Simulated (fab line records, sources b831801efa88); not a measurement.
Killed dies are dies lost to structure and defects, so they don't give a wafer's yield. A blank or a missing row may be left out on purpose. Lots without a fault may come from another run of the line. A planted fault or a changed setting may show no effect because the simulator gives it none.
Chamber matching | flow gf180mcu | GF_PASSIVATION_CVD_00 on pecvd-02: 3 sister chambers
The step deposits SiO2 from TEOS, target thk 1000 nm, time 111.95 s. 6 wafers are shown with their chamber, then 7 later ones without.

WAFERS WITH THEIR CHAMBER
wafer  | chamber | heater_power_w (W)
L408.1 | 2       | 707
L409.1 | 2       | 641
L409.2 | 0       | 783
L409.3 | 1       | 707
L411.4 | 0       | 827
L411.5 | 1       | 657

WAFERS WITHOUT THEIR CHAMBER
wafer  | heater_power_w (W)
L411.6 | 753
L422.1 | 910
L422.3 | 691
L422.6 | 606
L424.2 | 616
L424.3 | 696
L424.6 | 740

WHICH CHAMBER EACH WENT THROUGH
wafer  | from the rows above          | in truth
L411.6 | can't be placed: 0 or 1 or 2 | 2
L422.1 | 0                            | 0
L422.3 | can't be placed: 1 or 2      | 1
L422.6 | can't be placed: 2 or 1      | 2
L424.2 | can't be placed: 2 or 1      | 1
L424.3 | can't be placed: 1 or 2      | 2
L424.6 | can't be placed: 1 or 0 or 2 | 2
Placed correctly: 1 of 7. Can't be placed from these rows: 6 (the true chamber is among the candidates in 6). Placed wrongly: 0.
How it was worked out, from the rows above alone: a wafer's distance from a chamber is the root of the sum, over the readings, of the square of ((its reading less the chamber's mean) divided by the reading's scatter). The wafer belongs to the nearest chamber; if the next one is less than 2 further off, it can't be placed. A chamber's mean is the mean of its shown wafers. The scatter: the root of (the sum of the squares of (reading less its chamber's mean) over the shown wafers, divided by (wafers less chambers)).
